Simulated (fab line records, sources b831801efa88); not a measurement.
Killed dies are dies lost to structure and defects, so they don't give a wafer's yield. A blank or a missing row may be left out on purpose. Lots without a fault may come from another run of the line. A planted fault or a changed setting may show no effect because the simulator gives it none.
One fault seen from 2 desks | flow gf180mcu | each desk has only its own numbers; what lay behind them comes last

THE TOOL OWNER'S DESK: pvd_sputter-02
The tool's own readings at GF_MIM_SPUTTER_00 (material Ti, target thk 37.5 nm, time 150 s): means of the sampled wafers that have a number, for each lot that ran on this tool. A lot is out of limits, marked OUT, if its mean lies more than 4 standard deviations from the usual mean; the brackets give that distance.
Columns: A = throttle_valve_pct at GF_MIM_SPUTTER_00, usual 30.3 %
lot  | first seen here | A
L907 | day 25 16:29    | 29.8
L910 | day 26 11:19    | 29.8
L912 | day 27 00:46    | 30.7
L920 | day 29 08:36    | 29.9
L926 | day 31 13:56    | 28.6
L927 | day 31 14:52    | 29.9
L928 | day 31 17:26    | 30.8
This desk's finding: nothing out of limits on any of the 7 lots.

THE METROLOGY DESK
What the gauges read, lot by lot, whatever tool the lot ran on: means of the sampled wafers that have a number. A lot is out of limits, marked OUT, if its mean lies more than 4 standard deviations from the usual mean; the brackets give that distance.
Columns: A = PASSIVATION_BOW at GF_PASSIVATION_BOW_MEAS_14, usual 137 um
lot  | first seen here | A
L905 | day 29 05:07    | 143
L907 | day 30 04:43    | 119
L909 | day 30 09:23    | 146
L910 | day 30 19:47    | 150
L912 | day 31 08:05    | 131
L920 | day 33 07:49    | 137
L921 | day 33 11:43    | 143
L922 | day 33 23:22    | 135
L923 | day 34 01:28    | 133
L924 | day 34 04:00    | 161
L926 | day 35 02:38    | 130
L927 | day 35 03:34    | 134
L928 | day 35 05:20    | 144
This desk's finding: nothing out of limits on any of the 13 lots.

PUT TOGETHER
The tool owner's desk saw nothing out of limits.
The metrology desk saw nothing out of limits.

WHAT THE SIMULATOR HAD PUT IN
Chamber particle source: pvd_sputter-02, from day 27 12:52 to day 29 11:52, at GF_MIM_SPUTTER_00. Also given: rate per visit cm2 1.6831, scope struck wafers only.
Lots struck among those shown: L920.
